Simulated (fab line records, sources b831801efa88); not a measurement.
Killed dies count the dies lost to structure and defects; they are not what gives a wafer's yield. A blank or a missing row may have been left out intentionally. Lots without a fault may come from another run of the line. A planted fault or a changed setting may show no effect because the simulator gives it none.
2 desks looking at one fault | flow gf180mcu | numbers are kept per desk, each desk with only its own; the story behind them comes last

## DESK OF THE TOOL OWNER: implanter-01
The tool's own readings at GF_HV_LDD_IMPLANT_21: means of the sampled wafers that have a number, for each lot that ran on this tool. Marked OUT: a lot whose mean sits more than 4 standard deviations from the usual mean, which makes it out of limits; the brackets give that distance.
Columns: A = doseIonsCm2 at GF_HV_LDD_IMPLANT_21, usual 5e+13; B = endStationPressureTorr at GF_HV_LDD_IMPLANT_21, usual 5.29e-06 Torr
lot  | first seen here | A               | B
L714 | day 11 15:01    | 5e+13           | 5.21e-06
L723 | day 14 19:11    | 5e+13 (+26) OUT | 5.10e-06
L724 | day 15 02:25    | 5e+13 (+27) OUT | 5.35e-06
This desk's finding: out of limits on L723, L724; first on L723, day 14 19:11 (doseIonsCm2 at GF_HV_LDD_IMPLANT_21). Within limits: L714.

## FROM THE METROLOGY DESK
Means of the sampled wafers that have a number, per lot and without regard to the tool the lot ran on: this is what the gauges read. Marked OUT: a lot whose mean sits more than 4 standard deviations from the usual mean, which makes it out of limits; the brackets give that distance.
Columns: A = HV_LDD_TW at GF_HV_LDD_TW_MEAS_11, usual 2390; B = cdNm at GF_HV_LDD_CD_MEAS_19, usual 399.7 nm; C = HV_LDD_01_OVL at GF_HV_LDD_OVL_MEAS_20, usual -0.6 nm
lot  | first seen here | A    | B     | C
L711 | day 10 04:20    | 2390 | 398.4 | -1.0
L714 | day 10 21:17    | 2349 | 402.4 | -0.3
L723 | day 13 23:27    | 2389 | 399.8 | -0.3
L724 | day 14 06:02    | 2394 | 398.2 | -1.5
L731 | day 16 04:27    | 2408 | 399.6 | 0.7
L730 | day 16 07:36    | 2397 | 398.7 | -1.0
Result from this desk: across the 6 lots, nothing is out of limits.

## PUT TOGETHER
At day 14 19:11, on L723, L724, the tool owner's desk was in a position to raise an alarm.
Metrology desk: nothing out of limits seen.
The metrology desk holds a record of L723, L724, inside its limits.
Every lot named ran GF_HV_LDD_IMPLANT_21 on implanter-01.

## WHAT THE SIMULATOR PUT IN
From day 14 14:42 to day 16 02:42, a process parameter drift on implanter-01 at GF_HV_LDD_IMPLANT_21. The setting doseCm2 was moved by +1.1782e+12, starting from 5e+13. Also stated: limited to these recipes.
Shown lots that were struck: L723, L724.
How many hours passed from the start of the fault until each desk's first out-of-limits reading: the tool owner's desk, 4.
